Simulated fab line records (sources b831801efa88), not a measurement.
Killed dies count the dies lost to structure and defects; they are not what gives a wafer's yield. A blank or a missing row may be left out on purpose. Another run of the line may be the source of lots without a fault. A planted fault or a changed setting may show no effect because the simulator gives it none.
fab line records	flow sky130
record lots=5	wafers=15	last-day=50
route steps=708 shown FIELD_ISO@7 PAD_OPEN@708
lots that met no fault: from a run of the same line without faults
start-h: the number of hours between the record's first day and the start of the first shown wafer of the lot	wait-h: hours since the lot's step before	" repeats the value in the row above	L1.1+2: a single row standing in for several wafers	- no value, or no start was given	* or withheld: withheld	< > ~ a bound
route shown NAME@n: a module of which the file shows steps, and the number in the route of the first	usual: mean/standard deviation taken from wafers without a fault	same: alike in all rows	chamber/n: place in a boat	sites: readings site by site	_std_site: their standard deviation	_edge_site: the outer-site mean with the inner-site mean subtracted	radius-mm: for every site, how far away it sits from the centre of the wafer	mask NAME#n: copy n	behind: tool/chamber where the wafer was last shaped	hold: why the lot went on hold/how many hours it stayed there/how the hold came to an end	device: the n, p or np transistor that did not switch	end of line: at the end of the route, the tests of the same wafers	where a step has no rows: the recipe by itself	killed: not the wafer's yield, but the dies lost to structure and defects at the first sort	map: a wafer's dies, x killed, . not, _ none there
set.NAME: the setting as run; set.NAME@STEP: as run at that earlier step	model.NAME: the simulator's own value behind a step, which no gauge read
a table for each step, a row for each wafer; lots at some steps of the route
services: the hour from which a tool's chamber was out of use, counted from the record's first day as start-h (under 0 if before that day), plus the number of hours and why
## steps
# step SKY_FIELD_ISO_HMDS_06
# recipe prime-time-s=60	prime-temp-c=120
# step SKY_FIELD_ISO_COAT_07
# recipe resist=BARC	temp-c=withheld	time-s=withheld	spin-rpm=3000	resist-thk-nm=60
# step SKY_FIELD_ISO_COAT_08
# recipe resist=KrF-thick	spin-rpm=3000	resist-thk-nm=450
# step SKY_FIELD_ISO_SOFTBAKE_09
# recipe temp-c=100	time-s=90	resist=KrF-thick
# step SKY_FIELD_ISO_EXPOSE_10
# recipe mask-id=FOM	na=0.68	source-shape=annular	sigma-inner=0.4	sigma-outer=0.8	target-cd-nm=150	dose-mj=28
# step SKY_FIELD_ISO_PEB_11
# recipe peb-temp-c=withheld	peb-time-s=withheld	resist=KrF-thick
# step SKY_FIELD_ISO_DEVELOP_12
# recipe develop-time-s=60	resist=KrF-thick	dev-temp-c=21
# step SKY_FIELD_ISO_CD_MEAS_13
# recipe target-cd-nm=150
# usual cd-nm=149.9/1.3
lot.wafer	tool	chamber	start-h	wait-h	cd-nm
L496.1	cd-sem-02	-	27.89	-	150.3
L496.2	"	-	"	"	151.3
L496.6	"	-	"	"	151.1
L504.2	cd-sem-02	-	75.15	-	147.8
L504.3	"	-	"	"	148.4
L504.4	"	-	"	"	149.1
L513.2	cd-sem-01	-	116.47	-	151.3
L513.4	"	-	"	"	150.8
L513.5	"	-	"	"	150.5
L517.1	cd-sem-02	-	141.33	-	152.0
L517.3	"	-	"	"	151.2
L517.6	"	-	"	"	152.0
L519.2	cd-sem-02	-	149.76	-	148.8
L519.4	"	-	"	"	149.5
L519.6	"	-	"	"	149.3
# step SKY_FIELD_ISO_ETCH_14
# recipe chemistry=N2/H2	target=BARC	ion-energy-ev=200	source-w=500	bias-w=100	pressure-mtorr=30	n2-flow-sccm=100	h2-flow-sccm=200	stop-on=SiO2	time-s=45.9	target-depth-a=600
# usual bias-w=100.0/0.34	drypump-motor-current-A=5.6/0.39	oes-product-au=0.854/0.0049	run-length-s=74.2/0.44	throttle-valve-pct=13.224/0.0087
lot.wafer	tool	chamber	start-h	wait-h	bias-w	drypump-motor-current-A	oes-product-au	rf-hours-counter-h	run-length-s	throttle-valve-pct
L496.1	rie-diel-01	2	28.01	0.1	99.7	5.8	0.862	63	74.5	13.225
L496.2	"	1	"	"	99.8	5.7	0.850	5	74.1	13.214
L496.6	"	2	"	"	99.6	5.8	0.850	-	73.7	13.237
L504.2	rie-diel-03	2	75.25	0.1	99.6	5.5	0.850	3	75.4	13.222
L504.3	"	0	"	"	99.9	5.3	0.853	160	74.3	13.223
L504.4	"	3	"	"	100.1	6.0	0.854	135	74.1	13.215
L513.2	rie-diel-03	3	116.57	0.1	99.8	6.0	0.864	136	73.9	13.222
L513.4	"	2	"	"	99.6	5.5	0.859	4	74.8	13.231
L513.5	"	2	"	"	100.0	5.5	0.853	-	75.1	13.232
L517.1	rie-diel-03	0	141.45	0.1	99.9	5.3	0.852	0	74.1	13.246
L517.3	"	2	"	"	100.3	5.5	0.851	4	75.1	13.219
L517.6	"	1	"	"	100.0	5.0	0.853	-	74.4	13.214
L519.2	rie-diel-01	1	149.86	0.1	99.9	5.8	0.858	7	74.1	13.215
L519.4	"	0	"	"	100.1	6.2	0.856	-	73.6	13.216
L519.6	"	3	"	"	100.0	5.8	0.858	-	73.9	13.238
# step SKY_FIELD_ISO_ETCH_15
# recipe chemistry=CHF3/O2	target-depth-nm=180	stop-on=Si	source-w=600	bias-w=200	pressure-mtorr=40	chf3-flow-sccm=50	O2_flow_sccm=5	time-s=72
# usual bias-w=199.9/0.6	drypump-motor-current-A=5.6/0.39	oes-product-au=0.945/0.0067	run-length-s=100.3/0.48	throttle-valve-pct=8.844/0.0089
lot.wafer	tool	chamber	start-h	wait-h	bias-w	drypump-motor-current-A	oes-product-au	rf-hours-counter-h	run-length-s	throttle-valve-pct
L496.1	rie-diel-01	2	28.05	0.0	198.7	5.8	0.949	63	99.8	8.834
L496.2	"	1	"	"	199.8	5.7	0.940	5	100.3	8.837
L496.6	"	2	"	"	199.0	5.8	0.934	-	100.0	8.824
L504.2	rie-diel-03	2	75.29	0.0	200.0	5.4	0.939	3	100.9	8.850
L504.3	"	0	"	"	200.5	5.2	0.933	160	100.4	8.837
L504.4	"	3	"	"	199.9	5.9	0.935	135	100.0	8.847
L513.2	rie-diel-03	3	116.62	0.0	198.9	5.9	0.953	136	100.1	8.844
L513.4	"	2	"	"	199.9	5.4	0.964	4	101.1	8.855
L513.5	"	2	"	"	199.8	5.4	0.949	-	101.4	8.844
L517.1	rie-diel-03	0	141.49	0.0	199.5	5.3	0.947	0	100.4	8.823
L517.3	"	2	"	"	200.2	5.5	0.949	4	101.7	8.848
L517.6	"	1	"	"	199.6	5.0	0.947	-	100.1	8.841
L519.2	rie-diel-01	1	149.90	0.0	199.7	5.7	0.946	7	100.0	8.840
L519.4	"	0	"	"	199.3	6.2	0.943	-	99.4	8.852
L519.6	"	3	"	"	200.5	5.8	0.940	-	99.8	8.844
# step SKY_FIELD_ISO_STRIP_16
# recipe chemistry=O2/N2	power-w=1400	pressure-mtorr=1500	platen-temp-c=withheld	o2-flow-sccm=3000	n2-flow-sccm=300	overash-fraction=0.5
# usual drypump-motor-current-A=5.6/0.62	oes-product-au=0.377/0.0052	strip-time-to-endpoint-s=3.53/0.05
lot.wafer	tool	chamber	start-h	wait-h	drypump-motor-current-A	oes-product-au	rf-hours-counter-h	strip-time-to-endpoint-s
L496.1	plasma-asher-03	0	28.11	0.0	4.9	0.373	36	3.63
L496.2	"	1	"	"	6.3	0.377	36	3.54
L496.6	"	1	"	"	6.3	0.377	-	3.61
L504.2	plasma-asher-03	1	75.35	0.0	6.4	0.374	41	3.49
L504.3	"	1	"	"	6.3	0.375	-	3.55
L504.4	"	0	"	"	4.9	0.376	-	3.50
L513.2	plasma-asher-01	0	116.67	0.0	6.4	0.377	42	3.50
L513.4	"	0	"	"	6.4	0.379	-	3.45
L513.5	"	0	"	"	6.4	0.374	-	3.44
L517.1	plasma-asher-02	0	141.55	0.0	4.9	0.383	47	3.64
L517.3	"	0	"	"	4.9	0.370	-	3.50
L517.6	"	1	"	"	5.4	0.375	-	3.62
L519.2	plasma-asher-01	0	149.96	0.0	6.5	0.387	45	3.55
L519.4	"	1	"	"	5.6	0.378	-	3.54
L519.6	"	1	"	"	5.6	0.375	-	3.52
# step SKY_FIELD_ISO_ETCH_17
# recipe target-depth-a=3420	mask-material=Si3N4	chemistry=HBr/Cl2/O2	target=Si	taper-deg=5	icp-w=600	bias-w=150	pressure-mtorr=15	HBr_flow_sccm=150	Cl2_flow_sccm=40	O2_flow_sccm=6	time-s=97.7
# usual bias-w=150.0/0.44	drypump-motor-current-A=5.8/0.49	mfc-cl2-sccm=39.99/0.11	oes-product-au=1.000/0.014	run-length-s=125.9/0.45	throttle-valve-pct=25.656/0.011
lot.wafer	tool	chamber	start-h	wait-h	bias-w	drypump-motor-current-A	mfc-cl2-sccm	oes-product-au	rf-hours-counter-h	run-length-s	throttle-valve-pct
L496.1	rie-si-02	3	28.21	0.1	149.4	5.9	39.86	1.019	135	125.7	25.655
L496.2	"	2	"	"	150.1	5.7	39.96	1.021	72	125.8	25.641
L496.6	"	2	"	"	150.1	5.7	39.91	1.022	-	125.6	25.635
L504.2	rie-si-02	0	75.45	0.1	149.5	5.6	40.02	0.997	0	126.5	25.675
L504.3	"	1	"	"	150.0	4.8	39.90	0.998	82	125.8	25.664
L504.4	"	3	"	"	150.0	5.9	39.69	1.022	135	125.4	25.641
L513.2	rie-si-01	3	116.77	0.1	149.5	6.0	40.02	1.012	41	126.4	25.662
L513.4	"	3	"	"	149.7	6.0	40.03	0.997	-	127.2	25.651
L513.5	"	0	"	"	150.4	5.9	39.95	0.982	-	125.6	25.671
L517.1	rie-si-01	1	141.65	0.1	149.8	5.5	39.87	1.002	0	126.1	25.659
L517.3	"	2	"	"	150.1	6.7	40.11	0.992	61	126.2	25.666
L517.6	"	3	"	"	150.5	6.1	40.01	1.001	-	126.5	25.661
L519.2	rie-si-01	1	150.06	0.1	149.7	5.6	39.97	0.980	0	125.8	25.665
L519.4	"	2	"	"	149.8	6.7	40.02	0.985	61	126.3	25.673
L519.6	"	2	"	"	150.2	6.7	40.00	0.994	-	126.6	25.658
# step SKY_FIELD_ISO_WET_ETCH_18
# recipe chemistry=H3PO4	target-depth-nm=25	temp-c=160	target=Si3N4	time-s=286
# usual run-length-s=314/3.3
lot.wafer	tool	chamber	start-h	wait-h	run-length-s	model.Si3N4_of_FIELD_ISO_CVD_03.thk-nm
L496.1	wet-bench-01	1	28.28	0.0	320	123.9
L496.2	"	1	"	"	320	123.2
L496.6	"	1	"	"	320	122.7
L504.2	wet-bench-04	2	75.52	0.0	310	124.8
L504.3	"	2	"	"	310	122.4
L504.4	"	2	"	"	310	123.3
L513.2	wet-bench-04	1	116.84	0.0	310	126.2
L513.4	"	1	"	"	310	127.4
L513.5	"	1	"	"	310	127.4
L517.1	wet-bench-01	0	141.72	0.0	524	108.7
L517.3	"	0	"	"	524	107.6
L517.6	"	0	"	"	524	107.8
L519.2	wet-bench-04	1	150.13	0.0	311	125.8
L519.4	"	1	"	"	311	125.4
L519.6	"	1	"	"	311	126.1
# step SKY_FIELD_ISO_CLEAN_19
# recipe chemistry=SC1/SC2	mix=1:4:20	temp-c=70	time-s=150
# step SKY_FIELD_ISO_CLEAN_20
# recipe chemistry=dHF	time-s=20	dilution=100:1
# step SKY_FIELD_ISO_WET_ETCH_21
# recipe chemistry=dHF	dilution=100:1	target-depth-nm=20	dry=ipa-marangoni	target=SiO2	temp-c=25	time-s=400
# step SKY_FIELD_ISO_OXIDATION_22
# recipe temp-c=950	ambient=O2	stabilise-s=600	purge-s=300	target-thk-a=100	ox-time-s=623
# step SKY_FIELD_ISO_THK_MEAS_23
# recipe reads=SiO2_of_FIELD_ISO_OXIDATION_22
# usual FIELD_ISO_OXIDATION_01_THK=9.91/0.18
lot.wafer	tool	chamber	start-h	wait-h	FIELD_ISO_OXIDATION_01_THK[nm]
L496.1	film-metro-03	-	36.54	0.0	9.86
L496.2	"	-	"	"	9.90
L496.6	"	-	"	"	9.92
L504.2	film-metro-01	-	77.34	0.0	10.11
L504.3	"	-	"	"	10.10
L504.4	"	-	"	"	10.12
L513.2	film-metro-01	-	119.45	0.0	10.29
L513.4	"	-	"	"	10.05
L513.5	"	-	"	"	10.31
L517.1	film-metro-04	-	143.16	0.0	9.60
L517.3	"	-	"	"	9.73
L517.6	"	-	"	"	9.51
L519.2	film-metro-03	-	152.86	0.0	10.08
L519.4	"	-	"	"	9.86
L519.6	"	-	"	"	9.99
# step SKY_FIELD_ISO_CVD_24
# recipe material=SiO2	target-thk-nm=595	temp-c=650	sigma-open-frac=0.3	time-s=99.2	sih4-flow-sccm=60	pressure-mtorr=6
# step SKY_FIELD_ISO_THK_MEAS_25
# recipe reads=SiO2_of_FIELD_ISO_CVD_24
# usual FIELD_ISO_CVD_24_THK=591/12
lot.wafer	tool	chamber	start-h	wait-h	FIELD_ISO_CVD_24_THK[nm]
L496.1	film-metro-01	-	36.67	0.0	592
L496.2	"	-	"	"	583
L496.6	"	-	"	"	609
L504.2	film-metro-04	-	77.47	0.0	611
L504.3	"	-	"	"	586
L504.4	"	-	"	"	593
L513.2	film-metro-04	-	119.59	0.0	585
L513.4	"	-	"	"	595
L513.5	"	-	"	"	586
L517.1	film-metro-04	-	143.30	0.0	578
L517.3	"	-	"	"	570
L517.6	"	-	"	"	610
L519.2	film-metro-01	-	152.99	0.0	578
L519.4	"	-	"	"	579
L519.6	"	-	"	"	612
# step SKY_FIELD_ISO_ANNEAL_26
# recipe temp-c=1000	time-s=1800	ambient=N2
# step SKY_FIELD_ISO_CMP_27
# recipe stop-on=Si3N4	t-overpolish-s=16	down-force-psi=4	platen-rpm=60	target-thk-nm=457.8	pad-velocity-m-s=0.94248
# usual motor-current-A=11.3/0.67
lot.wafer	tool	chamber	start-h	wait-h	motor-current-A
L496.2	cmp-01	2	45.19	0.1	10.9
L496.1	"	3	"	"	10.5
L496.6	"	2	"	"	11.0
L504.2	cmp-02	1	80.33	0.0	11.9
L504.3	"	3	"	"	12.2
L504.4	"	0	"	"	11.1
L513.2	cmp-01	0	121.14	0.0	10.5
L513.4	"	3	"	"	10.6
L513.5	"	0	"	"	11.0
L517.3	cmp-01	2	145.99	0.1	10.6
L517.1	"	3	"	"	10.5
L517.6	"	0	"	"	10.9
L519.2	cmp-02	0	154.73	0.1	11.1
L519.4	"	2	"	"	11.5
L519.6	"	0	"	"	11.5
# step SKY_FIELD_ISO_WET_ETCH_28
# recipe chemistry=dHF	target-depth-nm=23.7	target=SiO2	dilution=10:1	temp-c=25	time-s=47
# usual run-length-s=77/3.1
lot.wafer	tool	chamber	start-h	wait-h	run-length-s	model.Si3N4_of_FIELD_ISO_CVD_03.thk-nm
L496.1	wet-bench-04	2	45.44	0.1	79	118
L496.2	"	2	"	"	79	117.2
L496.6	"	2	"	"	79	116.8
L504.2	wet-bench-02	0	80.63	0.2	80	118.9
L504.3	"	0	"	"	80	116.5
L504.4	"	0	"	"	80	117.4
L513.2	wet-bench-01	1	121.44	0.2	73	120.3
L513.4	"	1	"	"	73	121.5
L513.5	"	1	"	"	73	121.5
L517.1	wet-bench-04	2	146.19	0.1	72	102.8
L517.3	"	2	"	"	72	101.6
L517.6	"	2	"	"	72	101.9
L519.2	wet-bench-01	0	154.98	0.2	74	119.9
L519.4	"	0	"	"	74	119.5
L519.6	"	0	"	"	74	120.2
# step SKY_FIELD_ISO_WET_ETCH_29
# recipe chemistry=H3PO4	target-depth-nm=160	target=Si3N4	temp-c=160	time-s=1825
# step SKY_PAD_OPEN_PROBE_99
# usual killed_at_M0_to_M3=43/7	killed_at_M4_up=3.1/1.9	killed-at-contacts=25/6.1	killed-at-front-end=15/4.5	killed-at-other=0.3/0.55	killed-dies=87/8.9	killed-open=47/6.4	killed-short=40/6.6
# same gross-dies=492	killed-at-back-side=0
lot.wafer	tool	chamber	start-h	wait-h	killed_at_M0_to_M3	killed_at_M4_up	killed-at-contacts	killed-at-front-end	killed-at-other	killed-dies	killed-open	killed-short	model.etest.cap-li-to-poly.c-af-um2	model.etest.cap-poly-to-well.c-af-um2	model.etest.field-p.vt-v	model.etest.field-n.vt-v	model.etest.sram-nfet-pass.off-log10-a-um	model.etest.sram-nfet-pass.vt-v	model.etest.sram-nfet-pass.vt-sat-v
L496.1	prober-02	-	1091.20	0.1	54	3	25	17	0	99	53	46	101.8	88.34	-42.04	36.01	-12.78	0.6795	0.5806
L496.2	prober-02	-	1091.25	0.1	47	1	42	12	0	102	58	44	96.29	89.49	-42.16	36.1	-12.77	0.6882	0.59
L496.6	prober-02	-	1091.45	0.2	38	0	20	20	1	79	48	31	97.03	90.88	-41.81	36.16	-12.7	0.6765	0.5818
L504.2	prober-02	-	1136.22	0.1	37	4	37	12	0	90	51	39	95.75	89.8	-38.66	35.89	-12.77	0.6651	0.5631
L504.3	prober-02	-	1136.27	0.2	53	2	29	12	0	96	49	47	98.56	95.52	-38.35	35.81	-12.32	0.6342	0.5301
L504.4	prober-02	-	1136.32	0.2	40	3	34	10	0	87	46	40	98.99	88.93	-41.17	36.46	-12.7	0.6674	0.5628
L513.2	prober-02	-	1172.62	0.1	40	5	32	14	0	91	51	38	101.4	91.85	-41.3	35.4	-12.62	0.6574	0.5587
L513.4	prober-02	-	1172.72	0.2	46	2	31	8	0	87	53	34	101.8	89.27	-42.33	36.09	-12.79	0.6756	0.5717
L513.5	prober-02	-	1172.77	0.2	50	2	21	19	0	92	53	37	98.58	94.53	-39.31	34.13	-12.45	0.6493	0.5462
L517.1	prober-02	-	1201.93	0.1	30	1	25	29	0	85	45	40	95.7	94.93	-38.51	33.27	-13.1	0.6831	0.5889
L517.3	prober-02	-	1202.03	0.2	23	4	25	13	0	65	32	33	95.11	95.33	-37.94	32.93	-12.94	0.6919	0.5926
L517.6	prober-02	-	1202.18	0.2	30	4	39	27	1	101	48	53	94.04	95.75	-37.72	32.62	-12.88	0.68	0.5812
L519.2	prober-01	-	1204.32	0.1	48	3	29	12	1	93	43	50	96.15	94.05	-41.21	35.52	-12.71	0.6708	0.5706
L519.4	prober-01	-	1204.42	0.2	42	1	25	23	0	91	49	42	94.88	89.96	-40.61	35.18	-12.66	0.6663	0.5669
L519.6	prober-01	-	1204.52	0.2	45	2	28	18	0	93	55	38	98.03	92.14	-41.89	35.87	-12.62	0.6772	0.5753
# killed by level:class
L496.1 VIA1:geometric-particle:open=15 CONTACT:geometric-particle:open=11 VIA1:geometric-particle:short=8 FIELD_ISO:geometric-particle:short=7 METAL2:geometric-particle:short=6 FIELD_ISO:geometric-particle:open=5 VIA2:geometric-particle:open=5 VIA3:geometric-particle:open=5
L496.2 CONTACT:geometric-particle:open=15 VIA1:geometric-particle:open=14 LI_CONTACT:geometric-particle:open=9 CONTACT:geometric-particle:short=8 VIA2:geometric-particle:open=8 LI_CONTACT:geometric-particle:short=7 METAL3:geometric-particle:short=6 VIA1:geometric-particle:short=5
L496.6 VIA3:geometric-particle:open=10 VIA2:geometric-particle:open=8 CONTACT:geometric-particle:open=6 LOCAL_INTERCONNECT:geometric-particle:short=6 FIELD_ISO:geometric-particle:short=5 LI_CONTACT:geometric-particle:open=5 VIA1:geometric-particle:open=5 METAL2:geometric-particle:short=5
L504.2 CONTACT:geometric-particle:open=14 LI_CONTACT:geometric-particle:open=8 VIA3:geometric-particle:open=8 LOCAL_INTERCONNECT:geometric-particle:short=5 CONTACT:geometric-particle:short=5 VIA1:geometric-particle:short=5 VIA1:geometric-particle:open=5 FIELD_ISO:geometric-particle:open=4
L504.3 LI_CONTACT:geometric-particle:open=10 CONTACT:geometric-particle:open=9 VIA1:geometric-particle:open=9 VIA3:geometric-particle:open=7 METAL2:geometric-particle:short=6 VIA2:geometric-particle:short=6 METAL1:geometric-particle:short=5 VIA1:geometric-particle:short=5
L504.4 VIA2:geometric-particle:open=11 CONTACT:geometric-particle:open=10 LI_CONTACT:geometric-particle:open=7 CONTACT:geometric-particle:short=6 METAL1:geometric-particle:short=6 VIA1:geometric-particle:open=6 LOCAL_INTERCONNECT:geometric-particle:short=5 VIA3:geometric-particle:open=5
L513.2 LI_CONTACT:geometric-particle:open=11 CONTACT:geometric-particle:open=10 VIA3:geometric-particle:open=8 LOCAL_INTERCONNECT:geometric-particle:short=7 POLY_GATE:geometric-particle:short=5 VIA1:geometric-particle:open=5 METAL1:geometric-particle:open=4 METAL1:geometric-particle:short=4
L513.4 CONTACT:geometric-particle:open=12 VIA3:geometric-particle:open=9 LI_CONTACT:geometric-particle:open=8 VIA1:geometric-particle:open=8 VIA2:geometric-particle:open=7 METAL1:geometric-particle:short=5 FIELD_ISO:geometric-particle:short=4 CONTACT:geometric-particle:short=4
L513.5 VIA2:geometric-particle:open=12 VIA3:geometric-particle:open=9 VIA1:geometric-particle:open=8 CONTACT:geometric-particle:open=8 METAL1:geometric-particle:short=6 METAL2:geometric-particle:short=6 LI_CONTACT:geometric-particle:open=5 FIELD_ISO:geometric-particle:short=4
L517.1 FIELD_ISO:geometric-particle:short=9 LI_CONTACT:geometric-particle:open=8 POLY_GATE:geometric-particle:short=7 VIA3:geometric-particle:open=7 VIA1:geometric-particle:open=6 FIELD_ISO:geometric-particle:open=5 CONTACT:geometric-particle:open=5 POLY_GATE:geometric-particle:open=4
L517.3 CONTACT:geometric-particle:open=10 CONTACT:geometric-particle:short=6 VIA1:geometric-particle:open=4 LOCAL_INTERCONNECT:geometric-particle:short=4 METAL2:geometric-particle:short=4 FIELD_ISO:geometric-particle:open=3 POLY_GATE:geometric-particle:short=3 LI_CONTACT:geometric-particle:short=3
L517.6 CONTACT:geometric-particle:open=14 LOCAL_INTERCONNECT:geometric-particle:short=11 POLY_GATE:geometric-particle:open=9 FIELD_ISO:geometric-particle:short=6 POLY_GATE:geometric-particle:short=6 LI_CONTACT:geometric-particle:open=6 VIA3:geometric-particle:short=5 CONTACT:geometric-particle:short=5
L519.2 VIA1:geometric-particle:open=11 VIA1:geometric-particle:short=10 CONTACT:geometric-particle:open=9 LI_CONTACT:geometric-particle:open=7 LI_CONTACT:geometric-particle:short=6 CONTACT:geometric-particle:short=6 METAL2:geometric-particle:short=6 FIELD_ISO:geometric-particle:short=5
L519.4 VIA1:geometric-particle:open=10 FIELD_ISO:geometric-particle:open=8 LI_CONTACT:geometric-particle:open=7 METAL1:geometric-particle:short=7 POLY_GATE:geometric-particle:open=6 CONTACT:geometric-particle:open=6 LOCAL_INTERCONNECT:geometric-particle:short=6 POLY_GATE:geometric-particle:short=4
L519.6 CONTACT:geometric-particle:open=16 VIA1:geometric-particle:open=9 VIA2:geometric-particle:open=8 VIA3:geometric-particle:open=7 POLY_GATE:geometric-particle:short=6 FIELD_ISO:geometric-particle:short=5 METAL1:geometric-particle:short=5 LI_CONTACT:geometric-particle:open=5
## services
tool	chamber	start-h	hours	kind
wet-bench-01	-	10.05	2.4	repair
rie-si-01	0	13.40	6.8	repair
rie-diel-01	1	18.14	4.7	repair
cmp-02	-	36.23	12.7	pm
cmp-01	-	49.17	0.9	repair
rie-diel-01	2	52.23	9.1	repair
rie-si-01	-	60.54	0.9	repair
cmp-02	-	64.00	4.0	pm
cmp-02	-	76.79	2.0	repair
rie-si-01	-	79.47	2.8	pm
wet-bench-01	-	82.27	3.0	repair
cmp-02	-	95.32	1.0	repair
cmp-01	-	103.40	1.3	repair
cmp-01	-	108.06	1.2	repair
plasma-asher-03	-	108.75	9.0	pm
plasma-asher-03	-	110.28	3.5	repair
cmp-02	-	115.73	11.2	repair
rie-diel-03	0	119.54	-	clean
rie-diel-03	0	119.54	18.8	scheduled-down
rie-diel-03	0	119.54	18.8	vent-cycle
cmp-02	-	126.92	4.9	pm
cmp-02	-	135.76	0.4	repair
rie-diel-01	2	143.76	25.7	repair
plasma-asher-02	-	153.70	0.9	repair
## key
first-sign step=SKY_FIELD_ISO_WET_ETCH_18	reading=run-length-s	direction=up	sigmas=64	usual=*	struck=*
effect none on later readings
model-effect step=SKY_FIELD_ISO_WET_ETCH_18	value=Si3N4_of_FIELD_ISO_CVD_03.thk-nm	without=125.9	struck=108
model-effect step=SKY_FIELD_ISO_WET_ETCH_28	value=Si3N4_of_FIELD_ISO_CVD_03.thk-nm	without=119.9	struck=102.1
model-effect step=SKY_PAD_OPEN_PROBE_99	value=etest.cap-li-to-poly.c-af-um2	without=99.78	struck=94.95
met-at SKY_FIELD_ISO_WET_ETCH_18
struck-wafers L517.1,L517.3,L517.6
tester-left-out L517
fault kind=process-parameter-drift	tool=wet-bench-01	chamber=0	onset-h=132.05	steps=SKY_FIELD_ISO_WET_ETCH_18	channel=time-s	offset=*	shape=step	end-h=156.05	acts-in=*	stated=*
# tester-left-out: of these lots the tester's yield and bins aren't shown, on N5 and GAA mostly nor the transistor test; their killed dies are dies lost to structure and defects alone, not to doping, threshold or leakage, so they don't give the yield
